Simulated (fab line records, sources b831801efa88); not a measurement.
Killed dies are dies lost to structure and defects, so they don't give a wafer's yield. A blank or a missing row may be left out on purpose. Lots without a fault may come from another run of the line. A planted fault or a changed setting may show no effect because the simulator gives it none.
Which tool did it? | flow gf180mcu | 12 lots, 36 wafers sampled, at 6 steps of a route of 602

WHAT THE GAUGES READ, wafer by wafer
GF_VT_IMPLANT_OVL_MEAS_40.
lot  | measured     | on         | VT_IMPLANT_03_OVL (nm)
L559 | day 7 20:44  | overlay-01 | 0.4 -0.9 0.2
L560 | day 8 05:29  | overlay-01 | -2.8 -2.6 -2.2
L561 | day 8 10:42  | overlay-01 | -2.8 0.5 -1.9
L562 | day 8 17:02  | overlay-01 | 2.0 1.5 1.3
L566 | day 9 19:05  | overlay-01 | -0.1 0.8 1.3
L568 | day 10 05:56 | overlay-01 | - - -
L573 | day 11 13:46 | overlay-02 | 0.6 0.3 2.2
L574 | day 11 19:19 | overlay-01 | 0.0 0.8 0.5
L577 | day 12 15:07 | overlay-01 | -1.4 -1.7 -0.3
L578 | day 12 17:56 | overlay-01 | 0.3 -0.8 -2.5
L579 | day 13 03:14 | overlay-01 | -1.8 -1.3 -0.4
L581 | day 13 16:35 | overlay-01 | 2.5 -0.6 0.9

GF_VT_IMPLANT_TW_MEAS_43.
lot  | measured     | on            | VT_IMPLANT_4_TW
L559 | day 7 21:02  | film_metro-04 | 698 696 697
L560 | day 8 05:46  | film_metro-01 | 694 692 692
L561 | day 8 10:59  | film_metro-01 | 693 695 691
L562 | day 8 17:20  | film_metro-01 | 687 689 694
L566 | day 9 19:22  | film_metro-01 | 694 692 693
L568 | day 10 06:14 | film_metro-04 | 30 30 30 30 30 30
L573 | day 11 14:03 | film_metro-04 | 697 696 695
L574 | day 11 19:37 | film_metro-01 | 698 695 696
L577 | day 12 15:24 | film_metro-01 | 697 691 692
L578 | day 12 18:14 | film_metro-02 | 695 691 692
L579 | day 13 03:31 | film_metro-01 | 700 700 699
L581 | day 13 16:53 | film_metro-02 | 694 700 697

GF_HV_LDD_CD_MEAS_46: target cd 400 nm.
lot  | measured     | on        | cd_nm (nm)
L559 | day 13 00:43 | cd_sem-01 | 398.4 399.3 398.6
L560 | day 13 16:17 | cd_sem-01 | 399.7 400.9 398.9
L561 | day 13 14:53 | cd_sem-02 | 400.6 400.0 400.1
L562 | day 13 22:34 | cd_sem-01 | 398.1 402.2 403.1
L566 | day 15 17:05 | cd_sem-02 | 401.5 401.2 401.5
L573 | day 17 18:38 | cd_sem-02 | 399.3 399.8 397.5
L574 | day 17 18:56 | cd_sem-01 | 398.1 399.1 400.7
L577 | day 18 19:07 | cd_sem-02 | 401.4 399.9 399.8
L578 | day 18 18:28 | cd_sem-01 | 401.8 401.5 401.2
L579 | day 19 04:23 | cd_sem-01 | 399.7 400.2 400.1
L581 | day 19 16:06 | cd_sem-01 | 397.5 399.4 399.1

GF_NSD_OVL_MEAS_08.
lot  | measured     | on         | NSD_OVL (nm)
L559 | day 14 00:13 | overlay-01 | -4.0 0.0 -1.5
L560 | day 14 15:58 | overlay-02 | -1.5 1.5 1.3
L561 | day 14 14:30 | overlay-02 | 0.8 0.4 1.8
L562 | day 14 22:55 | overlay-01 | -1.5 -0.5 0.6
L566 | day 16 17:52 | overlay-01 | -0.6 -1.3 -1.7
L573 | day 18 21:07 | overlay-01 | -0.5 1.2 0.0
L574 | day 18 21:43 | overlay-02 | 0.3 -2.5 0.2
L577 | day 20 00:01 | overlay-02 | 0.7 1.1 1.2
L578 | day 19 23:22 | overlay-02 | 2.2 -0.6 -0.5
L579 | day 20 07:52 | overlay-01 | 0.2 1.9 2.4
L581 | day 20 19:10 | overlay-01 | -2.8 -2.3 -0.9

WHICH TOOL RAN EACH LOT (tool, then ch and the chambers of the sampled wafers, then the start)
lot  | GF_STI_ETCH_14                  | GF_VT_IMPLANT_EXPOSE_37
L559 | rie_si-02 ch 1,2, day 2 05:55   | iline_stepper-02 ch 0, day 7 12:59
L560 | rie_si-02 ch 1,2,3, day 2 11:55 | iline_stepper-02 ch 0, day 7 21:33
L561 | rie_si-02 ch 0,1,3, day 2 18:05 | iline_stepper-01 ch 0, day 8 03:25
L562 | rie_si-01 ch 0,1,3, day 2 22:35 | iline_stepper-01 ch 0, day 8 09:10
L566 | rie_si-02 ch 0,3, day 3 17:55   | iline_stepper-02 ch 0, day 9 11:20
L568 | rie_si-02 ch 1,2,3, day 4 05:29 | iline_stepper-01 ch 0, day 9 21:47
L573 | rie_si-02 ch 0,2,3, day 5 06:47 | iline_stepper-02 ch 0, day 11 05:13
L574 | rie_si-02 ch 0,1,3, day 5 12:16 | iline_stepper-02 ch 0, day 11 10:26
L577 | rie_si-01 ch 0,1, day 6 04:08   | iline_stepper-01 ch 0, day 12 06:15
L578 | rie_si-01 ch 0,2,3, day 6 09:14 | iline_stepper-01 ch 0, day 12 09:03
L579 | rie_si-01 ch 1,2,3, day 6 14:32 | iline_stepper-02 ch 0, day 12 18:40
L581 | rie_si-02 ch 2,3, day 7 00:04   | iline_stepper-02 ch 0, day 13 07:04
- GF_STI_ETCH_14: etches Si in HBr/Cl2/O2, target depth 360 nm, time 102.9 s.
- GF_VT_IMPLANT_EXPOSE_37: exposes mask Nwell HV AREA, target cd 860 nm.

WHAT THE TOOLS THEMSELVES READ (means of the sampled wafers that have a number; where no wafer has one, the mark that the record gives instead)
GF_STI_ETCH_14.
lot  | tool      | O2_flow_sccm (sccm) | chamber_pressure_mTorr (mTorr) | drypump_motor_current_A (A) | he_backside_leak_sccm (sccm) | oes_product_au (a.u.) | throttle_valve_pct (%)
L559 | rie_si-02 | 6.029               | 14.999                         | 6.3                         | 2.65                         | 0.997                 | 25.659
L560 | rie_si-02 | 5.998               | 15.005                         | 6.2                         | 2.83                         | 0.990                 | 25.660
L561 | rie_si-02 | 6.020               | 15.001                         | 6.0                         | 2.96                         | 0.999                 | 25.649
L562 | rie_si-01 | 5.993               | 14.990                         | 5.8                         | 2.85                         | 1.000                 | 25.656
L566 | rie_si-02 | 6.005               | 14.990                         | 6.3                         | 2.99                         | 0.998                 | 25.652
L568 | rie_si-02 | 5.989               | 15.010                         | 6.2                         | 2.69                         | 0.995                 | 25.659
L573 | rie_si-02 | 5.988               | 15.009                         | 6.4                         | 2.96                         | 0.999                 | 25.660
L574 | rie_si-02 | 6.000               | 14.990                         | 6.0                         | 2.92                         | 1.006                 | 25.656
L577 | rie_si-01 | 6.023               | 14.998                         | 6.0                         | 2.77                         | 0.994                 | 25.653
L578 | rie_si-01 | 5.989               | 15.005                         | 5.4                         | 2.79                         | 1.002                 | 25.659
L579 | rie_si-01 | 6.014               | 15.002                         | 5.7                         | 2.69                         | 1.009                 | 25.646
L581 | rie_si-02 | 6.013               | 14.997                         | 6.5                         | 2.81                         | 1.002                 | 25.655

THE ANSWER, worked out from the rows above alone
Rule: what is usual is taken from the lots themselves. Put in order of their means at a reading, lots are off if they are a third of the lots or fewer, leave a main group of 4 or more, and stand apart from it by a gap of 3 or more times the standard deviation of the main group's means; of several such gaps the widest counts. A main group whose means are all the same, to the digits that the tables above print for the reading, isn't used. A lot without any number at a reading at which 4 lots or more have one is off too. The other lots that the step has rows for count as sound. The gauges are gone through in route order, then the tools' own readings, and for those a lot's mean is taken as printed above. The first step at which some lot is off is used, and at that step the reading that is off furthest; a lot without a number counts as furthest.
Off: L568, at GF_VT_IMPLANT_OVL_MEAS_40 (VT_IMPLANT_03_OVL). Without a number there: L568. The main group: mean -0.2 nm, standard deviation 1.2.
A tool fits if, at a process step before that reading, it ran every lot that is off, and no sound lot after the first of them. The gauges at GF_VT_IMPLANT_OVL_MEAS_40 aren't tried: what is off there is off at GF_VT_IMPLANT_TW_MEAS_43 too, on other tools, and a gauge's error can't cause that. None of those tried fits.

WHAT THE SIMULATOR HAD PUT IN
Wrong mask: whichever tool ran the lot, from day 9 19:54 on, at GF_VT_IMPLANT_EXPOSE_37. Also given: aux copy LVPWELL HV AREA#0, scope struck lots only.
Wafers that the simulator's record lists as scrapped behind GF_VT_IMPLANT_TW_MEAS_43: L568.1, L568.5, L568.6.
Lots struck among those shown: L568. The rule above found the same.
